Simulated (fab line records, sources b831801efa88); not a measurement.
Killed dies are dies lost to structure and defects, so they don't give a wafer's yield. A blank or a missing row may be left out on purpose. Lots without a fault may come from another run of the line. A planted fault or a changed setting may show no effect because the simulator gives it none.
Problem report in the 8D (eight disciplines) form, filled by code | flow gf180mcu | the parts of the form that need people (team, actions taken, sign-off) are left out

1. THE PROBLEM
STI_OXIDATION_02_THK at GF_STI_THK_MEAS_30 reads a mean of 7.46 nm on 6 wafers of 2 lots; wafers without a fault read 10.02 nm with a standard deviation of 0.16. That is -16 standard deviations from the usual mean.
First seen on wafer L344.1, day 4 19:31, on film_metro-01. The record holds 42 wafers of 14 lots with a number at this step. Rule for "out", or "out of limits": more than 4 standard deviations from the usual mean. The other wafers with a number count as sound.

2. WHAT IT IS AND WHAT IT IS NOT
question                    | is                     | is not
which readings at this step | STI_OXIDATION_02_THK   | -
which lots                  | L344, L345             | L332, L333, L334, L337, L338, L339, L340, L341, L342, L343, L354, L355
which wafers of those lots  | all that have a number | -
read on which gauges        | film_metro-01          | film_metro-03, film_metro-04
when                        | from day 4 19:31       | up to then (30 sound wafers); but 6 sound wafers of L354, L355 came after

3. SUSPECTS, AND WHAT RULES EACH OUT
Counting: a tool at a process step up to the reading stays a suspect if it ran every lot that is out and no sound lot after the first of them.
- the gauge at GF_STI_THK_MEAS_30: kept. All the wafers that are out were read on film_metro-01, and no step on other tools shows them out.
- furnace-01 at GF_STI_OXIDATION_29 (stabilise 600 s, purge 300 s, target thk 10 nm): kept. It ran every lot that is out, first L344 (day 4 18:07), and no sound lot after that; its last sound lot up to then is L343 (day 4 14:07).
Left after counting: furnace-01 at GF_STI_OXIDATION_29, film_metro-01 at GF_STI_THK_MEAS_30.

4. THE CAUSE (what the simulator had put in)
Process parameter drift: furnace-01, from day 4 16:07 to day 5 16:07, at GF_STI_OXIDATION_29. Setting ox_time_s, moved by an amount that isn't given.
Counting left 2 suspects, and this tool is among them.

5. THE CHAIN OF EFFECTS, in route order
Each row: a reading whose mean over the struck wafers that have a number lies more than 3 standard deviations from the usual. Only readings for which the record gives a usual standard deviation are gone through. hours: the time from each lot's start at the first step in this table that gives one to its start at this step, as a median over the lots. sigmas: the change in usual standard deviations.
hours | step               | reading              | usual    | on struck wafers | change | sigmas
0     | GF_STI_THK_MEAS_30 | STI_OXIDATION_02_THK | 10.02 nm | 7.46             | -2.56  | -16
Later measuring or inspecting steps at which every struck wafer that the step has a row for has a number for every such reading, and none has moved that far: GF_V1_THK_MEAS_01, GF_M2_RS_MEAS_05.

6. WHAT WOULD HAVE CAUGHT IT SOONER
In this record the first reading out of limits at a measuring or inspecting step was taken at day 4 19:31, 3 hours after the fault began at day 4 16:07.
Of the tool readings at GF_STI_OXIDATION_29 for which the record gives a usual standard deviation, none was out on any struck wafer, so an alarm limit of 4 standard deviations on them would not have fired.
Of the lots that are out (2), L345 began GF_STI_OXIDATION_29 on furnace-01 after day 4 19:31. A hold on the tool at that time would have spared it.
